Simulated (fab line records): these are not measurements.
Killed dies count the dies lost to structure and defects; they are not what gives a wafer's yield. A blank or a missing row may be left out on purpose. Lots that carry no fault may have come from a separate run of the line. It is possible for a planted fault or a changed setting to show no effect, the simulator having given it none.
A struck lot beside a sound one ; flow sky130 ; 22 out of 708 route steps
Sound: the wafers L859.1, L859.2, L859.6. Wafers L869.1, L869.2, L869.4 were the ones struck. The cause is given at the end.
Order at every step that has rows: each side's tool, ch and its chambers, its first start. Under that, the readings that differ: sound wafers ; struck wafers ; difference of the means ; sigmas: that difference in standard deviations of wafers without a fault.
alike: a reading whose means differ by less than 2 such deviations, as well as words and numbers matching on both sides. not compared: withheld readings; readings where some wafer has no value; bounds like >300 that might hide an equal value; numbers whose values overlap and for which the record gives no deviation.
Wherever a step has rows on one side only, a row that says differs or no value, or a row with sigmas, the two part there. Numbers that have no deviation but don't overlap get no sigmas and don't part them. A reading that every wafer of one side lacks parts them only if that side has two wafers or more.

first, 5 steps without rows for these wafers: SKY_RES_PROTECT_SOFTBAKE_03 (time 60 s); SKY_RES_PROTECT_EXPOSE_04 (exposes mask RPM, target cd 1270 nm); SKY_RES_PROTECT_PEB_05; SKY_RES_PROTECT_DEVELOP_06 (develop time 60 s); SKY_POLY_GATE_IMPLANT_02.
SKY_RES_PROTECT_STRIP_07: strips in O2/N2.
  sound on plasma-asher-03 ch 0,1, day 16 06:58; struck on plasma-asher-03 ch 0,1, day 19 07:14
  alike: drypump-motor-current-A, n2-flow-sccm, oes-product-au, strip-time-to-endpoint-s
  not compared: rf-hours-counter-h
SKY_RES_PROTECT_TW_MEAS_08:
  struck on film-metro-02, day 19 07:20; sound on film-metro-02, day 16 07:04
  alike: POLY_GATE_TW
then, 2 steps without rows for these wafers: SKY_RES_PROTECT_CLEAN_09 (cleans in SC1/SC2, time 150 s); SKY_POLY_GATE_CVD_03 (deposits Si3N4 from DCS/NH3, target thk 75 nm, time 1290 s).
SKY_POLY_GATE_THK_MEAS_04:
  struck on film-metro-03, day 19 09:50; sound on film-metro-01, day 16 09:35
  alike: POLY_GATE_CVD_03_THK
then, 2 steps without rows for these wafers: SKY_POLY_GATE_DEHYDRATE_05 (time 60 s); SKY_POLY_GATE_HMDS_06 (prime time 60 s).
SKY_POLY_GATE_COAT_07: resist thk 110 nm.
  sound on litho-track-03 ch 0, day 16 23:49; struck on litho-track-01 ch 0, day 20 01:09
reading;sound;struck;difference;sigmas
spin-speed-rpm (rpm);3002.0 2999.4 3001.7;3290.3 3288.1 3285.8;+287.0;+99 or more
model.BARC_of_POLY_GATE_COAT_07.thk-nm (nm);109.7 110 110.1;105.6 105.6 105.5;-4.4;
  not compared: resist-line-temp-C
then, 5 steps without rows for these wafers: SKY_POLY_GATE_COAT_08 (resist thk 450 nm); SKY_POLY_GATE_SOFTBAKE_09 (time 90 s); SKY_POLY_GATE_EXPOSE_10 (exposes mask P1M, target cd 150 nm); SKY_POLY_GATE_PEB_11; SKY_POLY_GATE_DEVELOP_12 (develop time 60 s).
SKY_POLY_GATE_CD_MEAS_13: the cd target is 150 nm.
  struck on cd-sem-01, day 20 17:01; sound on cd-sem-02, day 17 14:30
  alike: cd-nm
SKY_POLY_GATE_OVL_MEAS_14:
  struck on overlay-02, day 20 17:08; sound on overlay-02, day 17 14:37
  alike: POLY_GATE_OVL
SKY_POLY_GATE_ETCH_15: etches BARC in N2/H2, stops on SiO2, time 118.5 s, target depth 110 nm.
  sound on rie-diel-04 ch 0,2,3, day 17 14:39; struck on rie-diel-01 ch 0,1,3, day 20 17:10
reading;sound;struck;difference;sigmas
model.etch.depth-nm (nm);109.7 110 110.1;105.6 105.6 105.5;-4.4;
  alike: drypump-motor-current-A, n2-flow-sccm, oes-product-au, throttle-valve-pct
  not compared: rf-hours-counter-h
SKY_POLY_GATE_ETCH_16: etches Si3N4 in CH3F/O2, stops on poly-Si, time 147.5 s, target depth 75 nm.
  sound on rie-diel-04 ch 0,2,3, day 17 14:44; struck on rie-diel-01 ch 0,1,3, day 20 17:16
  alike: drypump-motor-current-A, oes-product-au, throttle-valve-pct
  not compared: rf-hours-counter-h

WHERE THEY PART
Within this record, at SKY_POLY_GATE_COAT_07 only. Later steps at which nothing parts them and some readings are alike: SKY_POLY_GATE_CD_MEAS_13, SKY_POLY_GATE_OVL_MEAS_14, SKY_POLY_GATE_ETCH_15, SKY_POLY_GATE_ETCH_16.

WHY: what the simulator had put in
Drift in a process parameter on litho-track-01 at SKY_POLY_GATE_COAT_07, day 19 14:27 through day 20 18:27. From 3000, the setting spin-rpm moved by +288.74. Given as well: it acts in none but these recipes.
